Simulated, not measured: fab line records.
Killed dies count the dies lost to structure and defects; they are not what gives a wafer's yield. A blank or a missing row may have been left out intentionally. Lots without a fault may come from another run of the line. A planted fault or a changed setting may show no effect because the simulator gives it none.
Matching of chambers ; flow gf180mcu ; GF_V2_CMP_04 on cmp-02: 4 sister chambers
The step polishes SiO2. 24 wafers are shown with their chamber, then 12 later ones without.

WAFERS WITH THEIR CHAMBER
wafer;chamber;motor-current-A (A);time-to-endpoint-s (s);retaining-ring-pressure-frac
L076.1;2;13.0;86;1.000
L076.3;1;13.7;82;0.993
L076.5;2;11.6;81;1.004
L077.1;0;10.8;67;1.006
L077.5;3;10.9;86;1.012
L077.6;0;10.6;73;1.004
L078.2;3;10.8;67;1.002
L078.3;1;13.8;79;0.996
L078.5;3;10.8;73;1.001
L080.2;3;10.5;77;1.002
L080.3;2;12.0;81;1.002
L080.5;0;10.8;78;0.993
L083.2;0;11.0;71;1.000
L083.4;3;10.5;79;1.009
L083.6;3;10.5;78;1.002
L084.2;0;11.4;70;0.995
L084.4;2;12.1;90;1.001
L084.6;2;11.6;89;1.004
L085.1;0;10.8;73;0.993
L085.5;2;11.7;93;0.997
L085.6;1;14.7;83;0.999
L089.2;2;12.2;87;0.996
L089.3;3;10.7;78;0.999
L089.6;3;10.8;80;0.993

SIGNATURES (means of the wafers above)
reading;chamber 0;chamber 1;chamber 2;chamber 3;scatter within a chamber
motor-current-A;10.900;14.067;12.029;10.688;0.363
time-to-endpoint-s;72.00;81.33;86.71;77.25;4.53
retaining-ring-pressure-frac;0.99850;0.99600;1.00057;1.00250;0.00488
Rule: for a wafer and a chamber, the distance is found by dividing, reading by reading, the gap between the wafer's reading and the chamber's mean by the reading's scatter, squaring, summing and taking the root. The wafer belongs to the nearest chamber; if the next one is less than 2 further off, it can't be placed. How the scatter is found: for the shown wafers, subtract from each reading the mean of its chamber, square and add these, divide the total by (wafers less chambers), then take the root.

WAFERS WITH NO CHAMBER GIVEN
wafer;motor-current-A (A);time-to-endpoint-s (s);retaining-ring-pressure-frac
L091.4;10.9;76;1.000
L091.5;14.1;93;0.990
L091.6;10.7;78;1.003
L092.2;11.7;75;1.012
L092.3;10.6;77;1.006
L092.5;12.8;84;1.008
L093.3;10.4;77;0.994
L093.4;12.3;91;1.006
L093.5;12.0;90;1.006
L094.3;11.0;66;1.002
L094.4;11.7;88;0.995
L094.6;10.3;74;1.004

WHICH CHAMBER EACH ONE RAN IN
wafer;from the rows above;in truth
L091.4;can't be placed: 3 or 0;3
L091.5;1;1
L091.6;can't be placed: 3 or 0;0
L092.2;can't be placed: 3 or 0 or 2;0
L092.3;can't be placed: 3 or 0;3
L092.5;can't be placed: 2 or 1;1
L093.3;can't be placed: 3 or 0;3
L093.4;2;2
L093.5;2;2
L094.3;can't be placed: 0 or 3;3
L094.4;2;2
L094.6;can't be placed: 3 or 0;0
4 of 12 placed correctly. Not placeable from these rows: 8 (in 8, the candidates include the true chamber). Number placed wrongly: 0.
